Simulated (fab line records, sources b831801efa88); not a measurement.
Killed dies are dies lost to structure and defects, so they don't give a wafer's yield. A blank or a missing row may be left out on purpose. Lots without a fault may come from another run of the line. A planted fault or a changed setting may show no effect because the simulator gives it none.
fab line records | flow gf180mcu
record lots=12 wafers=36 last_day=34
route steps=602 shown HV_LDD@207 CONTACT@303
lots that met no fault: from a run of the same line without faults
start_h: hours from the record's first day to the start of the lot's first wafer shown | wait_h: hours since the lot's step before | " the same as in the row above | L1.1+2: a row that stands for several wafers | - no value, or no start given | * or withheld: withheld | < > ~ a bound
route shown NAME@n: a module of which the file shows steps, and the number in the route of the first | usual: mean/standard deviation of fault-free wafers | same: alike in all rows | chamber/n: place in a boat | sites: the reading at each site | _std_site: their standard deviation | _edge_site: outer sites' mean less inner sites' | radius_mm: how far each site lies from the wafer's centre | mask NAME#n: copy n | behind: the tool/chamber that last shaped the wafer | hold: why the lot was held/for how many hours/how that ended | device: the transistor (n, p or np) that didn't switch | end of line: the same wafers' tests at the end of the route | a step without rows: its recipe alone | killed: dies lost to structure and defects at the first sort, not the wafer's yield | map: a wafer's dies, x killed, . not, _ none there
set.NAME: the setting as run; set.NAME@STEP: as run at that earlier step | model.NAME: the simulator's own value behind a step, which no gauge read
steps of the route over a sample of lots; a table a step, a row a wafer
services: from which hour (start_h, from the record's first day; less than 0 if before it) a tool's chamber was out of use, for how many hours, and why
## steps
# step GF_HV_LDD_CD_MEAS_31
# recipe target_cd_nm=400
# usual cd_nm=399.3/2.3
# columns lot.wafer tool chamber start_h wait_h cd_nm
L370.2 cd_sem-01 - 252.51 0.1 398.1
L370.4 " - " " 396.4
L370.6 " - " " 398.3
L372.1 cd_sem-02 - 268.79 0.1 406.8
L372.3 " - " " 406.5
L372.6 " - " " 406.6
L373.1 cd_sem-01 - 274.84 0.1 398.6
L373.3 " - " " 397.8
L373.4 " - " " 398.4
L375.4 cd_sem-01 - 297.10 0.1 400.9
L375.5 " - " " 400.5
L375.6 " - " " 401.0
L376.2 cd_sem-02 - 302.81 0.1 397.7
L376.4 " - " " 399.2
L376.5 " - " " 399.9
L380.1 cd_sem-01 - 335.59 0.1 398.0
L380.4 " - " " 402.6
L380.6 " - " " 400.6
L384.3 cd_sem-02 - 371.38 0.1 398.4
L384.5 " - " " 399.0
L384.6 " - " " 396.5
L385.1 cd_sem-02 - 371.79 0.1 399.1
L385.2 " - " " 397.5
L385.3 " - " " 399.1
L386.3 cd_sem-02 - 381.63 0.1 400.7
L386.4 " - " " 397.2
L386.6 " - " " 400.9
L391.1 cd_sem-02 - 418.39 0.1 399.6
L391.5 " - " " 398.4
L391.6 " - " " 399.4
L392.2 cd_sem-01 - 423.17 0.1 397.8
L392.3 " - " " 397.8
L392.5 " - " " 400.4
L393.3 cd_sem-01 - 431.93 0.1 399.7
L393.5 " - " " 397.7
L393.6 " - " " 398.2
# step GF_HV_LDD_CVD_56
# recipe material=Si3N4 precursor=DCS/NH3 target_thk_nm=90 temp_c=770 time_s=1543 pressure_mtorr=250
# usual spike_tc_lower_C=770.6/1.1 spike_tc_top_C=782.5/1.5 spike_tc_upper_C=770.1/1.2 susceptor_temp_C=770.1/0.3
# columns lot.wafer tool chamber start_h wait_h spike_tc_lower_C spike_tc_top_C spike_tc_upper_C susceptor_temp_C
L370.2 lpcvd-01 0 274.02 0.0 771.6 780.3 768.6 769.7
L370.4 " 0 " " 772.3 780.3 768.7 770.2
L370.6 " 0 " " 770.7 780.9 768.9 769.9
L372.1 lpcvd-02 1 289.58 0.1 771.3 782.0 772.1 770.3
L372.3 " 1 " " 769.3 783.3 770.6 770.3
L372.6 " 1 " " 768.8 781.4 769.9 769.9
L373.1 lpcvd-02 0 296.22 0.1 772.4 783.2 769.9 770.2
L373.3 " 0 " " 770.8 785.3 770.2 769.9
L373.4 " 0 " " 769.8 785.4 768.3 769.6
L375.4 lpcvd-01 1 318.67 0.0 771.4 784.4 769.9 770.5
L375.5 " 1 " " 769.7 784.6 771.2 769.9
L375.6 " 1 " " 771.2 784.2 771.5 770.3
L376.2 lpcvd-01 1 325.07 0.0 771.8 785.1 771.1 770.0
L376.4 " 1 " " 770.5 782.9 769.4 769.9
L376.5 " 1 " " 771.5 784.8 770.8 770.1
L380.1 lpcvd-02 0 359.89 0.8 769.6 783.4 771.0 769.8
L380.4 " 0 " " 769.9 783.5 768.8 769.9
L380.6 " 0 " " 771.5 783.8 771.7 769.9
L384.3 lpcvd-01 0 397.67 0.5 767.3 778.6 766.0 766.9
L384.5 " 0 " " 766.8 776.9 765.3 766.4
L384.6 " 0 " " 767.5 777.0 765.3 766.5
L385.1 lpcvd-01 0 399.10 1.4 765.5 779.0 765.2 766.2
L385.2 " 0 " " 768.7 777.0 766.2 766.5
L385.3 " 0 " " 768.7 777.7 766.2 766.8
L386.3 lpcvd-02 1 406.93 0.0 770.7 780.7 770.7 769.6
L386.4 " 1 " " 769.9 782.5 770.7 769.8
L386.6 " 1 " " 771.1 782.3 771.5 769.6
L391.1 lpcvd-02 0 444.33 0.1 770.3 785.4 769.9 769.9
L391.5 " 0 " " 770.4 782.5 768.4 770.0
L391.6 " 0 " " 768.6 783.5 768.9 770.1
L392.2 lpcvd-02 0 449.18 0.0 770.0 784.7 769.6 769.3
L392.3 " 0 " " 770.3 783.8 768.5 770.1
L392.5 " 0 " " 771.7 782.0 770.5 769.7
L393.3 lpcvd-02 1 458.97 0.0 769.6 780.9 770.7 769.9
L393.5 " 1 " " 769.6 782.4 772.9 769.7
L393.6 " 1 " " 769.9 781.3 770.8 769.7
# step GF_HV_LDD_THK_MEAS_57
# recipe reads=Si3N4_of_HV_LDD_CVD_56
# usual HV_LDD_CVD_56_THK=89.8/0.78
# columns lot.wafer tool chamber start_h wait_h HV_LDD_CVD_56_THK[nm]
L370.2 film_metro-03 - 275.46 0.0 92.1
L370.4 " - " " 91.8
L370.6 " - " " 91.6
L372.1 film_metro-03 - 291.01 0.0 89.9
L372.3 " - " " 89.5
L372.6 " - " " 90.0
L373.1 film_metro-04 - 297.65 0.0 90.0
L373.3 " - " " 89.7
L373.4 " - " " 89.3
L375.4 film_metro-02 - 320.13 0.0 90.2
L375.5 " - " " 89.6
L375.6 " - " " 90.0
L376.2 film_metro-03 - 326.51 0.0 88.9
L376.4 " - " " 89.0
L376.5 " - " " 89.6
L380.1 film_metro-04 - 361.32 0.0 89.2
L380.4 " - " " 89.7
L380.6 " - " " 89.5
L384.3 film_metro-02 - 399.12 0.0 84.9
L384.5 " - " " 84.7
L384.6 " - " " 83.9
L385.1 film_metro-03 - 400.53 0.0 83.6
L385.2 " - " " 83.0
L385.3 " - " " 83.0
L386.3 film_metro-02 - 409.09 0.0 89.5
L386.4 " - " " 89.3
L386.6 " - " " 89.8
L391.1 film_metro-03 - 446.47 0.0 89.0
L391.5 " - " " 89.4
L391.6 " - " " 89.9
L392.2 film_metro-04 - 451.34 0.0 90.2
L392.3 " - " " 90.3
L392.5 " - " " 90.4
L393.3 film_metro-04 - 461.14 0.0 90.4
L393.5 " - " " 89.8
L393.6 " - " " 89.9
# step GF_HV_LDD_ETCHBACK_58
# recipe chemistry=CH3F/O2 target=Si3N4 stop_on=SiO2 source_w=400 bias_w=80 pressure_mtorr=25 ch3f_flow_sccm=40 O2_flow_sccm=30 time_s=100 target_depth_a=900
# usual drypump_motor_current_A=5.5/0.46 oes_product_au=0.842/0.0059 throttle_valve_pct=10.561/0.0095
# columns lot.wafer tool chamber start_h wait_h drypump_motor_current_A oes_product_au rf_hours_counter_h throttle_valve_pct
L370.2 rie_diel-01 1 275.51 0.0 5.4 0.852 44 10.542
L370.4 " 0 " " 5.3 0.851 34 10.563
L370.6 " 1 " " 5.4 0.848 - 10.556
L372.1 rie_diel-01 0 291.07 0.1 5.3 0.845 34 10.562
L372.3 " 3 " " 5.4 0.854 12 10.558
L372.6 " 3 " " 5.3 0.837 - 10.556
L373.1 rie_diel-01 1 297.71 0.1 5.4 0.837 44 10.571
L373.3 " 3 " " 5.3 0.846 12 10.554
L373.4 " 2 " " 5.4 0.841 47 10.554
L375.4 rie_diel-02 0 320.16 0.0 5.2 0.845 6 10.559
L375.5 " 3 " " 5.4 0.847 - 10.536
L375.6 " 0 " " 5.3 0.844 - 10.561
L376.2 rie_diel-02 3 326.56 0.0 5.4 0.833 2 10.554
L376.4 " 1 " " 4.7 0.837 46 10.562
L376.5 " 2 " " 6.2 0.837 - 10.573
L380.1 rie_diel-01 0 361.38 0.1 5.3 0.845 36 10.548
L380.4 " 3 " " 5.3 0.839 13 10.564
L380.6 " 1 " " 5.4 0.838 - 10.569
L384.3 rie_diel-02 3 399.16 0.0 5.4 0.811 3 10.565
L384.5 " 2 " " 6.2 0.818 - 10.565
L384.6 " 1 " " 4.7 0.807 - 10.562
L385.1 rie_diel-03 1 400.59 0.1 4.9 0.816 7 10.558
L385.2 " 3 " " 6.5 0.803 6 10.548
L385.3 " 2 " " 6.4 0.817 1 10.550
L386.3 rie_diel-01 3 409.13 0.0 5.3 0.843 14 10.553
L386.4 " 2 " " 5.4 0.840 51 10.560
L386.6 " 2 " " 5.4 0.839 - 10.557
L391.1 rie_diel-01 1 446.53 0.1 5.4 0.837 48 10.558
L391.5 " 3 " " 5.3 0.844 - 10.553
L391.6 " 0 " " 5.3 0.837 - 10.565
L392.2 rie_diel-03 0 451.39 0.0 5.6 0.840 10 10.558
L392.3 " 1 " " 4.8 0.843 8 10.564
L392.5 " 1 " " 4.9 0.851 - 10.576
L393.3 rie_diel-02 3 461.18 0.0 5.4 0.851 4 10.567
L393.5 " 1 " " 4.7 0.839 - 10.561
L393.6 " 2 " " 6.1 0.847 - 10.574
# step GF_CONTACT_ETCH_16
# recipe chemistry=N2/H2 target_depth_a=withheld overetch_a=withheld time_s=withheld target=BARC ion_energy_ev=200 source_w=500 bias_w=100 pressure_mtorr=30 n2_flow_sccm=100 h2_flow_sccm=200
# usual drypump_motor_current_A=5.7/0.46 oes_product_au=0.855/0.0047 throttle_valve_pct=13.225/0.0093
# columns lot.wafer tool chamber start_h wait_h drypump_motor_current_A oes_product_au throttle_valve_pct
L370.2 rie_diel-04 1 358.74 0.0 6.0 0.854 13.226
L370.4 " 3 " " 6.0 0.856 13.225
L370.6 " 0 " " 5.7 0.848 13.221
L372.1 rie_diel-03 0 376.39 0.0 5.7 0.857 13.221
L372.3 " 1 " " 4.9 0.852 13.229
L372.6 " 0 " " 5.7 0.858 13.220
L373.1 rie_diel-01 2 382.98 0.0 5.4 0.862 13.208
L373.3 " 3 " " 5.3 0.853 13.223
L373.4 " 0 " " 5.3 0.857 13.225
L375.4 rie_diel-04 1 411.09 0.0 6.0 0.855 13.220
L375.5 " 3 " " 6.0 0.851 13.217
L375.6 " 0 " " 5.7 0.844 13.230
L376.2 rie_diel-03 3 417.64 0.0 6.5 0.860 13.236
L376.4 " 1 " " 4.9 0.856 13.223
L376.5 " 2 " " 6.4 0.861 13.236
L380.1 rie_diel-04 0 456.10 0.0 5.7 0.857 13.213
L380.4 " 3 " " 6.0 0.848 13.218
L380.6 " 3 " " 6.0 0.859 13.234
L384.3 rie_diel-04 2 497.19 0.0 6.7 0.856 13.230
L384.5 " 2 " " 6.6 0.849 13.231
L384.6 " 1 " " 6.0 0.854 13.224
L385.1 rie_diel-03 3 498.24 0.0 6.5 0.856 13.227
L385.2 " 2 " " 6.4 0.859 13.229
L385.3 " 1 " " 4.8 0.848 13.218
L386.3 rie_diel-01 2 508.58 0.0 5.4 0.847 13.233
L386.4 " 1 " " 5.4 0.853 13.238
L386.6 " 1 " " 5.4 0.864 13.218
L391.1 rie_diel-04 3 543.43 0.0 6.0 0.853 13.237
L391.5 " 1 " " 6.0 0.861 13.234
L391.6 " 2 " " 6.6 0.864 13.233
L392.2 rie_diel-04 1 548.18 0.0 6.0 0.856 13.228
L392.3 " 0 " " 5.7 0.858 13.226
L392.5 " 3 " " 6.0 0.859 13.225
L393.3 rie_diel-01 2 556.59 0.0 5.5 0.856 13.233
L393.5 " 3 " " 5.4 0.848 13.233
L393.6 " 0 " " 5.3 0.856 13.230
# step GF_CONTACT_ETCH_17
# recipe chemistry=C4F8/O2/Ar mask_material=KrF target=SiO2 stop_on=CoSi2 source_w=1500 bias_w=1200 pressure_mtorr=40 c4f8_flow_sccm=withheld O2_flow_sccm=6 Ar_flow_sccm=300 time_s=withheld target_depth_a=8600
# usual oes_product_au=0.816/0.0045
# columns lot.wafer tool chamber start_h wait_h oes_product_au
L370.2 rie_diel-04 1 - - 0.818
L370.4 " 3 " " 0.811
L370.6 " 0 " " 0.825
L372.1 rie_diel-03 0 - - 0.815
L372.3 " 1 " " 0.811
L372.6 " 0 " " 0.816
L373.1 rie_diel-01 2 - - 0.813
L373.3 " 3 " " 0.810
L373.4 " 0 " " 0.812
L375.4 rie_diel-04 1 - - 0.812
L375.5 " 3 " " 0.807
L375.6 " 0 " " 0.808
L376.2 rie_diel-03 3 - - 0.808
L376.4 " 1 " " 0.815
L376.5 " 2 " " 0.814
L380.1 rie_diel-04 0 - - 0.814
L380.4 " 3 " " 0.817
L380.6 " 3 " " 0.820
L384.3 rie_diel-04 2 - - 0.818
L384.5 " 2 " " 0.821
L384.6 " 1 " " 0.816
L385.1 rie_diel-03 3 - - 0.817
L385.2 " 2 " " 0.819
L385.3 " 1 " " 0.822
L386.3 rie_diel-01 2 - - 0.816
L386.4 " 1 " " 0.820
L386.6 " 1 " " 0.814
L391.1 rie_diel-04 3 - - 0.820
L391.5 " 1 " " 0.806
L391.6 " 2 " " 0.812
L392.2 rie_diel-04 1 - - 0.821
L392.3 " 0 " " 0.822
L392.5 " 3 " " 0.814
L393.3 rie_diel-01 2 - - 0.815
L393.5 " 3 " " 0.818
L393.6 " 0 " " 0.809
## services
# columns tool chamber start_h hours kind
rie_diel-04 0 250.56 13.9 repair
lpcvd-01 - 268.56 2.8 pm
rie_diel-02 1 280.61 1.6 repair
rie_diel-01 3 306.80 24.4 repair
rie_diel-04 - 321.90 2.8 pm
rie_diel-02 - 331.10 28.1 pm
rie_diel-04 2 341.73 4.8 repair
rie_diel-03 0 369.14 4.1 repair
rie_diel-04 0 382.54 2.0 repair
rie_diel-01 2 384.06 9.9 repair
rie_diel-02 1 384.31 6.2 repair
rie_diel-01 0 399.08 3.9 repair
rie_diel-04 3 419.04 5.9 repair
rie_diel-01 2 423.34 1.6 repair
rie_diel-04 1 424.08 3.9 repair
rie_diel-01 2 435.07 6.3 repair
rie_diel-02 - 454.94 0.8 repair
rie_diel-01 0 458.59 4.2 repair
rie_diel-01 - 460.74 0.3 repair
rie_diel-04 - 462.07 0.9 repair
rie_diel-01 3 469.73 6.8 repair
rie_diel-02 - 485.29 8.2 repair
rie_diel-03 2 528.24 3.2 repair
rie_diel-01 2 533.76 6.3 repair
## key
first_sign step=GF_HV_LDD_CVD_56 reading=susceptor_temp_C direction=down sigmas=12 usual=* struck=*
effect step=GF_HV_LDD_CVD_56 reading=spike_tc_upper_C direction=down sigmas=3.5 usual=770.1 struck=765.7
effect step=GF_HV_LDD_THK_MEAS_57 reading=HV_LDD_CVD_56_THK direction=down sigmas=7.7 usual=89.8 struck=83.9
effect step=GF_HV_LDD_ETCHBACK_58 reading=oes_product_au direction=down sigmas=5.1 usual=0.842 struck=0.812
met_at GF_HV_LDD_CVD_56
struck_lots L384,L385
tester_left_out L384,L385
not_acting_at GF_HV_LDD_CD_MEAS_31,GF_CONTACT_ETCH_16,GF_CONTACT_ETCH_17
onset_between 325.07 397.67
fault kind=process_parameter_drift tool=lpcvd-01 chamber=- onset_h=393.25 steps=GF_HV_LDD_CVD_56 channel=temp_c offset=* shape=step end_h=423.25 acts_in=* stated=*
# tester_left_out: of these lots the tester's yield and bins aren't shown, on N5 and GAA mostly nor the transistor test; their killed dies are dies lost to structure and defects alone, not to doping, threshold or leakage, so they don't give the yield
